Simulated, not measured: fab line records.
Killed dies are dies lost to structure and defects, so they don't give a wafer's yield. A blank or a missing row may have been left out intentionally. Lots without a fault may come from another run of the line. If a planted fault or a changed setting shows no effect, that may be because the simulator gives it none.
A single fault, viewed from 2 desks	flow gf180mcu	what lay behind the numbers comes last; until then each desk has only its own

== AT THE METROLOGY DESK ==
What the gauges read for every lot (on any tool): the sampled wafers with a number, averaged. Marked OUT: a lot whose mean sits more than 4 standard deviations from the usual mean, which makes it out of limits; the brackets give that distance.
Columns: A = MVSD_TW at GF_MVSD_TW_MEAS_11, usual 1564; B = VT_IMPLANT_3_TW at GF_VT_IMPLANT_TW_MEAS_32, usual 267; C = MVSD_RS at GF_VT_IMPLANT_RS_MEAS_46, usual 457.3 ohm/sq
lot	first seen here	A	B	C
L391	day 4 15:43	1557	266	455.6
L392	day 4 23:41	1571	263	456.8
L394	day 5 13:29	1297 (-21) OUT	270	659.0 (+99 or more) OUT
L396	day 5 22:46	1292 (-21) OUT	271	656.5 (+99 or more) OUT
L399	day 6 15:25	1574	268	456.9
L403	day 7 13:29	1550	263	456.9
L404	day 7 17:19	1546	263	458.4
L405	day 8 00:53	1580	264	456.9
L406	day 8 07:53	1560	272	457.7
L409	day 9 00:19	1573	262	458.5
L411	day 9 13:48	1573	268	457.7
L413	day 9 23:56	1577	272	456.1
This desk's finding: out of limits on L394, L396; first on L394, day 5 13:29 (MVSD_TW at GF_MVSD_TW_MEAS_11). L391, L392, L399, L403, L404, L405, L406, L409, L411, L413 stayed within limits.

== FOR THE TOOL OWNER'S DESK: implanter-03 ==
The tool's own readings at GF_MVSD_IMPLANT_08: means of the sampled wafers that have a number, for each lot that ran on this tool. Marked OUT: a lot whose mean sits more than 4 standard deviations from the usual mean, which makes it out of limits; the brackets give that distance.
Columns: A = dose-ions-cm2 at GF_MVSD_IMPLANT_08, usual 1.6e+13; B = faraday-current-uA at GF_MVSD_IMPLANT_08, usual 90.2
lot	first seen here	A	B
L391	day 4 15:19	1.6e+13	92.0
L392	day 4 23:19	1.6e+13	88.7
L394	day 5 13:05	7.7e+12 (-99 or more) OUT	43.0 (-26) OUT
L396	day 5 22:23	7.6e+12 (-99 or more) OUT	43.8 (-26) OUT
L409	day 8 23:55	1.6e+13	90.3
This desk's finding: out of limits on L394, L396; first on L394, day 5 13:05 (dose-ions-cm2 at GF_MVSD_IMPLANT_08). L391, L392, L409 stayed within limits.

== PUT TOGETHER ==
The tool owner's desk could have raised an alarm at day 5 13:05, on L394, L396.
At day 5 13:29 the metrology desk could have sounded an alarm, on L394, L396.
GF_MVSD_IMPLANT_08 was run on implanter-03 by each of the lots named.

== WHAT HAD BEEN PUT IN BY THE SIMULATOR ==
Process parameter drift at GF_MVSD_IMPLANT_08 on implanter-03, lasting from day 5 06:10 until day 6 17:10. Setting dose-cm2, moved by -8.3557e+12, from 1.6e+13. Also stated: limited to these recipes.
Lots struck among those shown: L394, L396.
Hours from the fault's start to each desk's first reading out of limits: the tool owner's desk, 7; the metrology desk, 7.
